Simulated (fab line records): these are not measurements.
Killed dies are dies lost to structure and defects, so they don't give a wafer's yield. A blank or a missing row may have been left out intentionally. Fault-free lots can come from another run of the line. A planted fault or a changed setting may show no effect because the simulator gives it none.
Chamber matching + flow sky130 + rie diel-01 running SKY_VIA1_ETCH_14: 3 sister chambers
The step etches BARC in N2/H2, stops on SiO2, time 45.9 s, target depth 60 nm. 3 wafers are shown with their chamber, then 4 later ones without.

== WAFERS WITH THEIR CHAMBER ==
| wafer  | chamber | h2 flow sccm (sccm) |
|--------|---------|---------------------|
| L326.5 | 0       | 200.4               |
| L327.1 | 2       | 200.2               |
| L327.4 | 1       | 199.8               |

== WAFERS WHOSE CHAMBER IS MISSING ==
| wafer  | h2 flow sccm (sccm) |
|--------|---------------------|
| L327.6 | 199.6               |
| L334.1 | 199.6               |
| L334.2 | 199.3               |
| L337.1 | 199.8               |

== EACH ONE'S CHAMBER ==
| wafer  | from the rows above     | in truth |
|--------|-------------------------|----------|
| L327.6 | can't be placed: 1 or 2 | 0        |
| L334.1 | can't be placed: 1 or 2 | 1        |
| L334.2 | can't be placed: 1 or 2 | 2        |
| L337.1 | can't be placed: 1 or 2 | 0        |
Correct placement for 0 of the 4. Can't be placed from these rows: 4 (the true chamber is among the candidates in 2). Wrongly placed: 0.
How it was worked out, from the rows above alone: a wafer's distance from a chamber is the root of the sum, over the readings, of the square of ((its reading less the chamber's mean) divided by the reading's scatter). If the next closest chamber is less than 2 further off than the closest, the wafer can't be placed; otherwise it belongs to the closest. For every chamber, the mean is computed from those of its wafers that are shown. The scatter: root of mean squared gap, hidden wafer to nearest shown wafer, with one shown wafer a chamber.
